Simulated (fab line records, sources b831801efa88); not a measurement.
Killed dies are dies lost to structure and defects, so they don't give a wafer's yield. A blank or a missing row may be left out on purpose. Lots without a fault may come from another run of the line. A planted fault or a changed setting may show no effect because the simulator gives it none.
fab line records | flow gf180mcu
record lots=12 wafers=36 last_day=34
route steps=602 shown V3@446 MIM@508
lots that met no fault: from a run of the same line without faults
start_h: hours from the record's first day to the start of the lot's first wafer shown | wait_h: hours since the lot's step before | " the same as in the row above | L1.1+2: a row that stands for several wafers | - no value, or no start given | * or withheld: withheld | < > ~ a bound
route shown NAME@n: a module of which the file shows steps, and the number in the route of the first | usual: mean/standard deviation of fault-free wafers | same: alike in all rows | chamber/n: place in a boat | sites: the reading at each site | _std_site: their standard deviation | _edge_site: outer sites' mean less inner sites' | radius_mm: how far each site lies from the wafer's centre | mask NAME#n: copy n | behind: the tool/chamber that last shaped the wafer | hold: why the lot was held/for how many hours/how that ended | device: the transistor (n, p or np) that didn't switch | end of line: the same wafers' tests at the end of the route | a step without rows: its recipe alone | killed: dies lost to structure and defects at the first sort, not the wafer's yield | map: a wafer's dies, x killed, . not, _ none there
set.NAME: the setting as run; set.NAME@STEP: as run at that earlier step | model.NAME: the simulator's own value behind a step, which no gauge read
steps of the route over a sample of lots; a table a step, a row a wafer
services: from which hour (start_h, from the record's first day; less than 0 if before it) a tool's chamber was out of use, for how many hours, and why
## steps
# step GF_V3_ETCH_17
# recipe chemistry=C4F8/O2/Ar mask_material=KrF target=SiO2 stop_on=TiN source_w=1500 bias_w=1200 pressure_mtorr=40 c4f8_flow_sccm=withheld O2_flow_sccm=6 Ar_flow_sccm=300 time_s=withheld target_depth_a=6350
# usual oes_product_au=0.856/0.0047
# columns lot.wafer tool chamber start_h wait_h oes_product_au
L266.2 rie_diel-02 3 - - 0.861
L266.3 " 2 " " 0.865
L266.5 " 3 " " 0.856
L268.3 rie_diel-02 1 - - 0.858
L268.4 " 3 " " 0.852
L268.6 " 2 " " 0.860
L269.2 rie_diel-02 2 - - 0.858
L269.4 " 0 " " 0.863
L269.5 " 3 " " 0.851
L270.1 rie_diel-02 3 - - 0.858
L270.2 " 0 " " 0.849
L270.4 " 1 " " 0.852
L273.1 rie_diel-02 3 - - 0.846
L273.2 " 2 " " 0.851
L273.4 " 0 " " 0.858
L283.2 rie_diel-01 1 - - 0.856
L283.4 " 2 " " 0.854
L283.6 " 0 " " 0.856
L284.1 rie_diel-01 2 - - 0.863
L284.3 " 3 " " 0.852
L284.4 " 1 " " 0.864
L285.1 rie_diel-03 1 - - 0.854
L285.4 " 2 " " 0.860
L285.5 " 2 " " 0.848
L286.1 rie_diel-03 0 - - 0.858
L286.4 " 2 " " 0.859
L286.6 " 1 " " 0.856
L287.1 rie_diel-01 2 - - 0.855
L287.3 " 0 " " 0.853
L287.6 " 2 " " 0.845
L288.2 rie_diel-03 0 - - 0.859
L288.3 " 1 " " 0.854
L288.4 " 3 " " 0.856
L289.1 rie_diel-02 2 - - 0.853
L289.4 " 0 " " 0.857
L289.6 " 2 " " 0.853
# step GF_V3_RS_MEAS_24
# recipe thk_meas_gauge=four-point-probe reads=W_of_V3_CVD_23+TiN_of_V3_SPUTTER_22+Ti_of_V3_SPUTTER_21
# usual V3_W_RS=0.308/0.0035
# columns lot.wafer tool chamber start_h wait_h V3_W_RS[ohm/sq]
L266.2 film_metro-02 - 499.23 0.1 0.307
L266.3 " - " " 0.309
L266.5 " - " " 0.308
L268.3 film_metro-02 - 521.44 0.1 0.306
L268.4 " - " " 0.307
L268.6 " - " " 0.307
L269.2 film_metro-04 - 537.11 0.2 0.310
L269.4 " - " " 0.311
L269.5 " - " " 0.312
L270.1 film_metro-01 - 560.08 0.1 0.310
L270.2 " - " " 0.308
L270.4 " - " " 0.311
L273.1 film_metro-01 - 574.26 0.1 0.305
L273.2 " - " " 0.306
L273.4 " - " " 0.304
L283.2 film_metro-04 - 653.63 0.1 0.312
L283.4 " - " " 0.311
L283.6 " - " " 0.309
L284.1 film_metro-04 - 659.20 0.1 0.317
L284.3 " - " " 0.318
L284.4 " - " " 0.315
L285.1 film_metro-04 - 662.96 0.1 0.306
L285.4 " - " " 0.310
L285.5 " - " " 0.315
L286.1 film_metro-02 - 668.13 0.1 0.312
L286.4 " - " " 0.309
L286.6 " - " " 0.311
L287.1 film_metro-04 - 670.68 0.1 0.301
L287.3 " - " " 0.302
L287.6 " - " " 0.305
L288.2 film_metro-04 - 677.25 0.1 0.307
L288.3 " - " " 0.306
L288.4 " - " " 0.301
L289.1 film_metro-01 - 685.21 0.1 0.313
L289.4 " - " " 0.313
L289.6 " - " " 0.316
# step GF_MIM_CVD_05
# recipe material=Si3N4 target_thk_nm=42 temp_max_c=400 temp_c=385 time_s=29.086 rf_w=450
# usual heater_power_w=674/98 run_length_s=57.1/0.39
# columns lot.wafer tool chamber start_h wait_h heater_power_w run_length_s
L266.2 pecvd-01 1 548.85 0.0 690 57.6
L266.3 " 2 " " 571 56.8
L266.5 " 1 " " 705 57.0
L268.3 pecvd-02 1 569.71 0.0 631 56.9
L268.4 " 0 " " 643 57.3
L268.6 " 2 " " 727 56.9
L269.2 pecvd-03 1 585.23 0.0 551 56.3
L269.4 " 0 " " 613 58.0
L269.5 " 1 " " 560 56.2
L270.1 pecvd-03 2 606.56 0.0 862 57.6
L270.2 " 0 " " 567 57.4
L270.4 " 1 " " 568 56.7
L273.1 pecvd-02 0 619.80 0.0 593 59.9
L273.2 " 2 " " 764 57.7
L273.4 " 2 " " 754 57.3
L283.2 pecvd-03 2 695.08 0.0 864 57.3
L283.4 " 1 " " 611 56.7
L283.6 " 2 " " 850 57.2
L284.1 pecvd-02 1 701.11 0.0 597 56.7
L284.3 " 0 " " 672 57.2
L284.4 " 1 " " 608 56.7
L285.1 pecvd-03 0 704.56 0.0 608 57.2
L285.4 " 2 " " 880 57.1
L285.5 " 0 " " 611 57.0
L286.1 pecvd-01 0 708.63 0.0 726 57.0
L286.4 " 0 " " 741 56.9
L286.6 " 1 " " 649 57.4
L287.1 pecvd-03 0 711.48 0.0 568 57.2
L287.3 " 2 " " 869 57.1
L287.6 " 0 " " 567 57.3
L288.2 pecvd-02 1 718.08 0.0 628 56.4
L288.3 " 0 " " 756 57.1
L288.4 " 0 " " 731 57.1
L289.1 pecvd-03 1 725.58 0.0 661 56.4
L289.4 " 1 " " 651 56.4
L289.6 " 2 " " 905 56.9
# step GF_MIM_THK_MEAS_06
# recipe reads=Si3N4_of_MIM_CVD_05
# usual MIM_CVD_05_THK=42.0/0.51
# columns lot.wafer tool chamber start_h wait_h MIM_CVD_05_THK[nm]
L266.2 film_metro-03 - 548.89 0.0 42.1
L266.3 " - " " 42.1
L266.5 " - " " 42.3
L268.3 film_metro-04 - 569.77 0.0 40.8
L268.4 " - " " 41.8
L268.6 " - " " 42.4
L269.2 film_metro-04 - 585.28 0.0 42.1
L269.4 " - " " 42.0
L269.5 " - " " 42.8
L270.1 film_metro-04 - 606.59 0.0 41.4
L270.2 " - " " 41.3
L270.4 " - " " 42.7
L273.1 film_metro-03 - 619.83 0.0 45.6
L273.2 " - " " 42.2
L273.4 " - " " 43.0
L283.2 film_metro-03 - 695.12 0.0 41.5
L283.4 " - " " 42.6
L283.6 " - " " 42.6
L284.1 film_metro-04 - 701.15 0.0 41.1
L284.3 " - " " 41.9
L284.4 " - " " 41.8
L285.1 film_metro-04 - 704.59 0.0 41.6
L285.4 " - " " 42.5
L285.5 " - " " 42.2
L286.1 film_metro-03 - 708.66 0.0 41.9
L286.4 " - " " 42.6
L286.6 " - " " 42.4
L287.1 film_metro-03 - 711.51 0.0 41.0
L287.3 " - " " 41.2
L287.6 " - " " 41.5
L288.2 film_metro-04 - 718.12 0.0 41.9
L288.3 " - " " 42.2
L288.4 " - " " 42.2
L289.1 film_metro-03 - 725.61 0.0 42.0
L289.4 " - " " 42.8
L289.6 " - " " 42.4
# step GF_MIM_SPUTTER_07
# recipe material=TiN target_thk_nm=60 power_w=6500 time_s=50 chamber_pressure_pa=0.4
# usual throttle_valve_pct=30.1/1.1
# columns lot.wafer tool chamber start_h wait_h throttle_valve_pct
L266.2 pvd_sputter-01 - 548.94 0.0 30.6
L266.3 " - " " 30.1
L266.5 " - " " 30.2
L268.3 pvd_sputter-04 - 569.81 0.0 31.2
L268.4 " - " " 30.9
L268.6 " - " " 30.0
L269.2 pvd_sputter-01 - 585.33 0.0 29.9
L269.4 " - " " 31.0
L269.5 " - " " 30.1
L270.1 pvd_sputter-03 - 606.65 0.1 28.8
L270.2 " - " " 32.2
L270.4 " - " " 30.1
L273.1 pvd_sputter-01 - 619.89 0.1 28.9
L273.2 " - " " 30.8
L273.4 " - " " 28.4
L283.2 pvd_sputter-01 - 695.17 0.0 30.7
L283.4 " - " " 28.1
L283.6 " - " " 28.9
L284.1 pvd_sputter-01 - 701.21 0.1 28.2
L284.3 " - " " 29.0
L284.4 " - " " 30.8
L285.1 pvd_sputter-03 - 704.65 0.1 29.9
L285.4 " - " " 29.0
L285.5 " - " " 30.2
L286.1 pvd_sputter-04 - 708.72 0.1 30.1
L286.4 " - " " 29.9
L286.6 " - " " 31.5
L287.1 pvd_sputter-04 - 711.57 0.1 30.1
L287.3 " - " " 30.9
L287.6 " - " " 29.7
L288.2 pvd_sputter-03 - 718.17 0.0 29.9
L288.3 " - " " 28.9
L288.4 " - " " 32.2
L289.1 pvd_sputter-03 - 725.67 0.1 32.4
L289.4 " - " " 29.7
L289.6 " - " " 30.2
## services
# columns tool chamber start_h hours kind
pecvd-03 - 476.39 6.0 pm
rie_diel-02 1 488.25 - clean
rie_diel-02 1 488.25 15.0 scheduled_down
rie_diel-02 1 488.25 15.0 vent_cycle
rie_diel-03 1 491.01 2.7 repair
pvd_sputter-04 - 497.27 3.0 repair
rie_diel-03 0 499.86 5.1 repair
rie_diel-02 0 502.22 21.8 repair
pvd_sputter-01 - 505.71 3.2 repair
rie_diel-01 2 519.58 2.9 repair
rie_diel-03 3 527.46 5.4 repair
pvd_sputter-03 - 575.51 1.8 repair
pvd_sputter-04 - 581.36 0.7 repair
rie_diel-02 3 583.94 7.8 repair
pecvd-02 - 591.12 14.0 pm
rie_diel-02 1 616.00 30.3 repair
rie_diel-01 3 625.19 1.7 repair
pvd_sputter-04 - 644.20 0.9 repair
pecvd-01 0 666.75 25.5 repair
rie_diel-02 0 676.26 1.4 repair
rie_diel-02 2 682.21 1.9 repair
rie_diel-01 3 702.63 2.6 repair
pecvd-02 1 722.79 6.2 repair
pecvd-02 - 725.42 1.0 repair
## key
first_sign step=GF_MIM_CVD_05 reading=run_length_s direction=up sigmas=7.3 usual=* struck=*
effect step=GF_MIM_THK_MEAS_06 reading=MIM_CVD_05_THK direction=up sigmas=6.9 usual=42.0 struck=45.6
met_at GF_MIM_CVD_05
struck_lots L273
struck_wafers L273.1
not_acting_at GF_V3_ETCH_17,GF_V3_RS_MEAS_24,GF_MIM_SPUTTER_07
onset_between 569.71 619.80
fault kind=process_parameter_drift tool=pecvd-02 chamber=0 onset_h=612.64 steps=GF_MIM_CVD_05 channel=time_s offset=* shape=step end_h=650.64 acts_in=* stated=*
